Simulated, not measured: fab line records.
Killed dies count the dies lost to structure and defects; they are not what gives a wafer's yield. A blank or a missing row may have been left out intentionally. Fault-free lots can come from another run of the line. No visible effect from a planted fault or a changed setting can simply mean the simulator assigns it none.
What tool caused it? / flow gf180mcu / 39 wafers from 13 lots sampled at 6 of the route's 602 steps

## WHAT EACH GAUGE READ, for each wafer
GF_STI_THK_MEAS_04.
lot=L747; measured=day 1 14:55; on=filmMetro-01; STI_CVD_03_THK (nm)=207.8 210.9 207.8
lot=L748; measured=day 2 02:01; on=filmMetro-01; STI_CVD_03_THK (nm)=208.0 210.7 210.7
lot=L749; measured=day 2 02:01; on=filmMetro-03; STI_CVD_03_THK (nm)=203.6 205.7 206.1
lot=L751; measured=day 2 15:30; on=filmMetro-01; STI_CVD_03_THK (nm)=206.6 206.1 204.9
lot=L753; measured=day 3 01:09; on=filmMetro-04; STI_CVD_03_THK (nm)=208.5 207.0 207.2
lot=L754; measured=day 3 02:22; on=filmMetro-04; STI_CVD_03_THK (nm)=207.6 207.9 209.4
lot=L755; measured=day 3 05:35; on=filmMetro-04; STI_CVD_03_THK (nm)=207.4 206.6 209.7
lot=L756; measured=day 3 10:57; on=filmMetro-01; STI_CVD_03_THK (nm)=208.2 209.4 208.1
lot=L757; measured=day 3 15:34; on=filmMetro-01; STI_CVD_03_THK (nm)=205.3 207.8 205.2
lot=L758; measured=day 3 20:34; on=filmMetro-03; STI_CVD_03_THK (nm)=206.1 206.4 208.3
lot=L765; measured=day 5 09:40; on=filmMetro-03; STI_CVD_03_THK (nm)=205.4 205.1 204.9
lot=L769; measured=day 6 04:43; on=filmMetro-03; STI_CVD_03_THK (nm)=209.5 209.2 209.5
lot=L770; measured=day 6 09:49; on=filmMetro-03; STI_CVD_03_THK (nm)=209.0 208.1 208.5

GF_STI_CD_MEAS_12: the cd target is 220 nm.
lot=L747; measured=day 2 01:28; on=cdSem-02; cdNm (nm)=219.3 219.8 218.5
lot=L748; measured=day 2 12:40; on=cdSem-01; cdNm (nm)=220.3 219.7 219.9
lot=L749; measured=day 2 13:08; on=cdSem-01; cdNm (nm)=220.7 221.6 220.2
lot=L751; measured=day 3 02:05; on=cdSem-01; cdNm (nm)=219.3 219.3 219.6
lot=L753; measured=day 3 13:40; on=cdSem-02; cdNm (nm)=219.8 219.0 220.4
lot=L754; measured=day 3 15:04; on=cdSem-01; cdNm (nm)=220.8 221.3 220.4
lot=L755; measured=day 3 18:49; on=cdSem-01; cdNm (nm)=219.8 220.2 219.0
lot=L756; measured=day 3 23:04; on=cdSem-01; cdNm (nm)=219.5 218.0 218.1
lot=L757; measured=day 4 04:14; on=cdSem-02; cdNm (nm)=220.7 221.3 221.4
lot=L758; measured=day 4 10:02; on=cdSem-01; cdNm (nm)=220.5 219.5 217.0
lot=L765; measured=day 5 22:59; on=cdSem-02; cdNm (nm)=218.7 219.0 218.3
lot=L769; measured=day 6 19:14; on=cdSem-01; cdNm (nm)=221.6 221.8 221.4
lot=L770; measured=day 7 00:22; on=cdSem-01; cdNm (nm)=218.6 218.6 219.0

GF_LVPWELL_TW_MEAS_11.
lot=L747; measured=day 4 06:02; on=filmMetro-04; LVPWELL_TW=549 553 549
lot=L748; measured=day 4 15:18; on=filmMetro-04; LVPWELL_TW=548 549 549
lot=L749; measured=day 4 14:37; on=filmMetro-02; LVPWELL_TW=566 564 563
lot=L751; measured=day 5 00:45; on=filmMetro-02; LVPWELL_TW=568 566 568
lot=L753; measured=day 5 14:31; on=filmMetro-04; LVPWELL_TW=545 545 547
lot=L754; measured=day 5 12:44; on=filmMetro-01; LVPWELL_TW=557 559 554
lot=L755; measured=day 5 15:53; on=filmMetro-02; LVPWELL_TW=568 569 566
lot=L756; measured=day 5 23:11; on=filmMetro-01; LVPWELL_TW=531 531 530
lot=L757; measured=day 6 05:40; on=filmMetro-01; LVPWELL_TW=531 528 528
lot=L758; measured=day 6 08:15; on=filmMetro-02; LVPWELL_TW=566 571 567
lot=L765; measured=day 8 02:46; on=filmMetro-01; LVPWELL_TW=556 554 558
lot=L769; measured=day 9 01:00; on=filmMetro-02; LVPWELL_TW=562 565 564
lot=L770; measured=day 9 05:18; on=filmMetro-04; LVPWELL_TW=550 549 549

GF_VT_IMPLANT_RS_MEAS_48: uses a four-point probe to measure.
lot=L747; measured=day 7 21:58; on=filmMetro-02; LVPWELL_RS (ohm/sq)=1197 1195 1198
lot=L748; measured=day 8 08:54; on=filmMetro-02; LVPWELL_RS (ohm/sq)=1199 1198 1197
lot=L749; measured=day 8 06:34; on=filmMetro-01; LVPWELL_RS (ohm/sq)=1199 1197 1198
lot=L751; measured=day 9 01:36; on=filmMetro-01; LVPWELL_RS (ohm/sq)=1194 1197 1195
lot=L753; measured=day 9 12:44; on=filmMetro-02; LVPWELL_RS (ohm/sq)=1207 1205 1204
lot=L754; measured=day 9 11:06; on=filmMetro-02; LVPWELL_RS (ohm/sq)=1200 1201 1197
lot=L755; measured=day 9 13:40; on=filmMetro-02; LVPWELL_RS (ohm/sq)=1203 1200 1200
lot=L756; measured=day 9 23:39; on=filmMetro-04; LVPWELL_RS (ohm/sq)=1441 1445 1439 1440 1444 1440
lot=L757; measured=day 10 07:19; on=filmMetro-01; LVPWELL_RS (ohm/sq)=1430 1433 1431 1429 1431 1429
lot=L758; measured=day 10 11:39; on=filmMetro-01; LVPWELL_RS (ohm/sq)=1191 1194 1192
lot=L765; measured=day 12 13:37; on=filmMetro-02; LVPWELL_RS (ohm/sq)=1191 1191 1199
lot=L769; measured=day 13 14:21; on=filmMetro-01; LVPWELL_RS (ohm/sq)=1198 1194 1195
lot=L770; measured=day 13 19:37; on=filmMetro-02; LVPWELL_RS (ohm/sq)=1195 1200 1199

GF_HV_LDD_OVL_MEAS_32.
lot=L747; measured=day 11 23:04; on=overlay-01; HV_LDD_02_OVL (nm)=-1.7 -2.1 -0.9
lot=L748; measured=day 12 13:00; on=overlay-02; HV_LDD_02_OVL (nm)=-3.0 -0.8 -0.5
lot=L749; measured=day 12 07:21; on=overlay-02; HV_LDD_02_OVL (nm)=-0.5 1.3 0.3
lot=L751; measured=day 13 03:12; on=overlay-01; HV_LDD_02_OVL (nm)=-2.8 -0.7 -2.8
lot=L753; measured=day 13 19:24; on=overlay-01; HV_LDD_02_OVL (nm)=3.1 -0.8 -0.3
lot=L754; measured=day 13 18:28; on=overlay-01; HV_LDD_02_OVL (nm)=2.0 1.4 2.0
lot=L755; measured=day 13 17:51; on=overlay-02; HV_LDD_02_OVL (nm)=-1.1 -0.4 0.4
lot=L758; measured=day 15 00:23; on=overlay-02; HV_LDD_02_OVL (nm)=0.7 1.3 -0.8
lot=L765; measured=day 17 06:43; on=overlay-01; HV_LDD_02_OVL (nm)=-1.3 -2.4 -2.8
lot=L769; measured=day 18 15:17; on=overlay-02; HV_LDD_02_OVL (nm)=-0.6 -0.7 -1.5
lot=L770; measured=day 18 22:38; on=overlay-02; HV_LDD_02_OVL (nm)=-1.8 -1.9 -0.4

## TOOL THAT RAN EACH LOT (tool first, then ch and the chambers of the sampled wafers, then the start)
lot=L747; GF_LVPWELL_IMPLANT_09=implanter-04 ch 0, day 4 05:49
lot=L748; GF_LVPWELL_IMPLANT_09=implanter-03 ch 0, day 4 15:03
lot=L749; GF_LVPWELL_IMPLANT_09=implanter-04 ch 0, day 4 14:22
lot=L751; GF_LVPWELL_IMPLANT_09=implanter-01 ch 0, day 5 00:30
lot=L753; GF_LVPWELL_IMPLANT_09=implanter-04 ch 0, day 5 14:18
lot=L754; GF_LVPWELL_IMPLANT_09=implanter-01 ch 0, day 5 12:31
lot=L755; GF_LVPWELL_IMPLANT_09=implanter-04 ch 0, day 5 15:40
lot=L756; GF_LVPWELL_IMPLANT_09=implanter-04 ch 0, day 5 22:58
lot=L757; GF_LVPWELL_IMPLANT_09=implanter-04 ch 0, day 6 05:26
lot=L758; GF_LVPWELL_IMPLANT_09=implanter-03 ch 0, day 6 08:00
lot=L765; GF_LVPWELL_IMPLANT_09=implanter-03 ch 0, day 8 02:32
lot=L769; GF_LVPWELL_IMPLANT_09=implanter-01 ch 0, day 9 00:45
lot=L770; GF_LVPWELL_IMPLANT_09=implanter-03 ch 0, day 9 05:03
- GF_LVPWELL_IMPLANT_09

## AS READ BY THE TOOLS THEMSELVES (means over the sampled wafers that have a number; for cases with no such wafer, the mark the record gives instead)
GF_LVPWELL_IMPLANT_09.
lot=L747; tool=implanter-04; beamEnergyKeV=60.026; beamOnS (s)=10.05; doseIonsCm2=4.998e+12; faradayCurrentUA=28.1
lot=L748; tool=implanter-03; beamEnergyKeV=60.007; beamOnS (s)=10.01; doseIonsCm2=5.004e+12; faradayCurrentUA=28.1
lot=L749; tool=implanter-04; beamEnergyKeV=59.997; beamOnS (s)=10.09; doseIonsCm2=5.003e+12; faradayCurrentUA=27.9
lot=L751; tool=implanter-01; beamEnergyKeV=59.996; beamOnS (s)=10.06; doseIonsCm2=5.002e+12; faradayCurrentUA=28.0
lot=L753; tool=implanter-04; beamEnergyKeV=59.996; beamOnS (s)=10.15; doseIonsCm2=4.998e+12; faradayCurrentUA=27.7
lot=L754; tool=implanter-01; beamEnergyKeV=59.997; beamOnS (s)=9.91; doseIonsCm2=4.998e+12; faradayCurrentUA=28.4
lot=L755; tool=implanter-04; beamEnergyKeV=59.997; beamOnS (s)=10.12; doseIonsCm2=5.002e+12; faradayCurrentUA=27.9
lot=L756; tool=implanter-04; beamEnergyKeV=60.000; beamOnS (s)=10.03; doseIonsCm2=9.730e+11; faradayCurrentUA=5.5
lot=L757; tool=implanter-04; beamEnergyKeV=60.007; beamOnS (s)=9.82; doseIonsCm2=9.770e+11; faradayCurrentUA=5.6
lot=L758; tool=implanter-03; beamEnergyKeV=59.989; beamOnS (s)=10.09; doseIonsCm2=5.003e+12; faradayCurrentUA=28.1
lot=L765; tool=implanter-03; beamEnergyKeV=59.999; beamOnS (s)=10.08; doseIonsCm2=5.000e+12; faradayCurrentUA=28.0
lot=L769; tool=implanter-01; beamEnergyKeV=60.009; beamOnS (s)=9.87; doseIonsCm2=4.995e+12; faradayCurrentUA=28.6
lot=L770; tool=implanter-03; beamEnergyKeV=60.000; beamOnS (s)=10.07; doseIonsCm2=5.001e+12; faradayCurrentUA=28.0

## THE ANSWER, worked out from the rows above alone
Rule: what is usual is taken from the lots themselves. The widest of any qualifying gaps counts: lots, ordered by their means at a reading, are off when they make up no more than a third of the lots, leave a main group of 4 or more, and stand apart from it by 3 or more times the standard deviation of that group's means. A main group whose means are all the same, to the digits that the tables above print for the reading, isn't used. A lot without any number at a reading at which 4 lots or more have one is off too. Where the step has rows for the other lots, those lots are counted as sound. Order of review: gauges by route order, followed by the tools' own readings, for which a lot's mean as printed above is used. The first step at which some lot is off is used, and at that step the reading that is off furthest; a lot without a number counts as furthest.
Off: at GF_VT_IMPLANT_RS_MEAS_48 (LVPWELL_RS), L756, L757. Mean 1198 ohm/sq and standard deviation 3.4 in the main group.
If a tool, at a process step before that reading, ran all the lots that are off and no sound lot after the first of them, it fits. The gauges at GF_VT_IMPLANT_RS_MEAS_48 aren't tried: what is off there is off at GF_LVPWELL_IMPLANT_09 too, on other tools, and a gauge's error can't cause that. One fits: GF_LVPWELL_IMPLANT_09 on implanter-04. A fault onset in the window from L755 (day 5 15:40, its last sound lot) to L756 (day 5 22:58, its first lot off) fits.
The tool's own readings at GF_LVPWELL_IMPLANT_09 bear it out: on the lots that are off they differ by more than 5 times the standard deviation of the sound lots' means. doseIonsCm2 reads 9.750e+11 there against 5.000e+12 on the sound lots; faradayCurrentUA reads 5.5 there against 28.1 on the sound lots.

## WHAT THE SIMULATOR HAD INSERTED
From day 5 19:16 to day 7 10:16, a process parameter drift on implanter-04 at GF_LVPWELL_IMPLANT_09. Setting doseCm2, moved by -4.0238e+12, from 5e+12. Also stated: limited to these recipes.
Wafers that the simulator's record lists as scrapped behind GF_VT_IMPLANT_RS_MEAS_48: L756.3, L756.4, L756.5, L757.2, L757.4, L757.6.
Lots struck among those shown: L756, L757. The rule given above showed the same thing.
